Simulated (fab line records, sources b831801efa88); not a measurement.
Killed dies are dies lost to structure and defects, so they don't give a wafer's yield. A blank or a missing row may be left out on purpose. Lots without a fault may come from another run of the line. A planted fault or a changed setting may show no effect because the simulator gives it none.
One fault seen from 2 desks | flow gf180mcu | each desk has only its own numbers; what lay behind them comes last

THE METROLOGY DESK
What the gauges read, lot by lot, whatever tool the lot ran on: means of the sampled wafers that have a number. A lot is out of limits, marked OUT, if its mean lies more than 4 standard deviations from the usual mean; the brackets give that distance.
Columns: A = HV_LDD_2_TW at GF_HV_LDD_TW_MEAS_23, usual 1051; B = PSD_OVL at GF_PSD_OVL_MEAS_08, usual 0.5 nm
lot  | first seen here | A              | B
L281 | day 10 14:28    | 1054           | -0.5
L284 | day 11 16:25    | 1051           | 1.9
L285 | day 12 08:11    | 1054           | -0.5
L286 | day 12 14:54    | 1055           | 1.8
L287 | day 13 01:14    | 1047           | 0.2
L292 | day 14 10:14    | 1118 (+13) OUT | 0.2
L293 | day 14 16:40    | 1120 (+13) OUT | -0.1
L299 | day 16 13:13    | 1061           | 0.3
L300 | day 16 21:33    | 1053           | -0.6
L302 | day 17 10:25    | 1049           | 1.5
L303 | day 17 15:34    | 1047           | 0.2
L304 | day 18 01:14    | 1041           | 0.4
This desk's finding: out of limits on L292, L293; first on L292, day 14 10:14 (HV_LDD_2_TW at GF_HV_LDD_TW_MEAS_23). In limits: L281, L284, L285, L286, L287, L299, L300, L302, L303, L304.

THE TOOL OWNER'S DESK: implanter-02
The tool's own readings at GF_HV_LDD_IMPLANT_21: means of the sampled wafers that have a number, for each lot that ran on this tool. A lot is out of limits, marked OUT, if its mean lies more than 4 standard deviations from the usual mean; the brackets give that distance.
Columns: A = beam_energy_keV at GF_HV_LDD_IMPLANT_21, usual 25.000; B = faraday_current_uA at GF_HV_LDD_IMPLANT_21, usual 283; C = tilt_deg at GF_HV_LDD_IMPLANT_21, usual 7.001 degrees
lot  | first seen here | A                        | B   | C
L281 | day 10 14:14    | 24.999                   | 277 | 7.003
L285 | day 12 07:58    | 25.013                   | 285 | 6.996
L287 | day 13 00:59    | 25.000                   | 284 | 6.998
L292 | day 14 09:59    | 31.824 (+99 or more) OUT | 275 | 7.000
L293 | day 14 16:25    | 31.824 (+99 or more) OUT | 286 | 7.011
This desk's finding: out of limits on L292, L293; first on L292, day 14 09:59 (beam_energy_keV at GF_HV_LDD_IMPLANT_21). In limits: L281, L285, L287.

PUT TOGETHER
The tool owner's desk could have raised an alarm at day 14 09:59, on L292, L293.
The metrology desk could have raised an alarm at day 14 10:14, on L292, L293.
Of the lots named, all ran GF_HV_LDD_IMPLANT_21 on implanter-02.

WHAT THE SIMULATOR HAD PUT IN
Process parameter drift: implanter-02, from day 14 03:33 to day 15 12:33, at GF_HV_LDD_IMPLANT_21. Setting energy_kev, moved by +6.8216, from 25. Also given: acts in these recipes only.
Lots struck among those shown: L292, L293.
Hours from the fault's start to each desk's first reading out of limits: the tool owner's desk, 6; the metrology desk, 7.
